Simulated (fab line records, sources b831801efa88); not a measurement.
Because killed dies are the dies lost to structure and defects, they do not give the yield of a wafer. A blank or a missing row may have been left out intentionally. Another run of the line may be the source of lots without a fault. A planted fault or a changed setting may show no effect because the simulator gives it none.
Matching of chambers | flow sky130 | cmp-02 running SKY_LI_CONTACT_CMP_24: 4 sister chambers
The step polishes, stops on PSG, t overpolish 20 s, target thk 0 nm. 8 wafers are shown with their chamber, then 7 later ones without.

WAFERS PAIRED WITH THEIR CHAMBERS
wafer  | chamber | motorCurrentA (A) | timeToEndpointS (s)
L494.4 | 2       | 10.2              | 90
L499.1 | 0       | 10.5              | 97
L499.3 | 3       | 12.1              | 96
L502.2 | 1       | 10.8              | 92
L502.4 | 2       | 10.7              | 94
L502.6 | 3       | 11.8              | 90
L512.1 | 1       | 12.4              | 96
L512.3 | 0       | 9.9               | 97

WAFERS WHOSE CHAMBER IS MISSING
wafer  | motorCurrentA (A) | timeToEndpointS (s)
L512.5 | 10.0              | 99
L516.3 | 10.5              | 89
L516.4 | 12.1              | 89
L516.6 | 11.4              | 92
L517.2 | 10.3              | 93
L517.3 | 12.0              | 92
L517.5 | 10.2              | 96

EACH ONE'S CHAMBER
wafer  | from the rows above               | in truth
L512.5 | can't be placed: 0 or 2           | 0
L516.3 | can't be placed: 2 or 1 or 3 or 0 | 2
L516.4 | can't be placed: 3 or 1 or 2      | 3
L516.6 | can't be placed: 1 or 3 or 2 or 0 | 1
L517.2 | can't be placed: 2 or 0 or 1      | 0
L517.3 | can't be placed: 3 or 1           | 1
L517.5 | can't be placed: 0 or 2 or 1      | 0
Correctly placed: 0 of 7. Cannot be placed on the basis of these rows: 7; the candidates contain the true chamber in 7. Number placed wrongly: 0.
How it was worked out, from the rows above alone: a wafer's distance from a chamber is the root of the sum, over the readings, of the square of ((its reading less the chamber's mean) divided by the reading's scatter). The wafer belongs to the nearest chamber; if the next one is less than 2 further off, it can't be placed. A chamber's mean is the mean of its shown wafers. The scatter: the root of (the sum of the squares of (reading less its chamber's mean) over the shown wafers, divided by (wafers less chambers)).
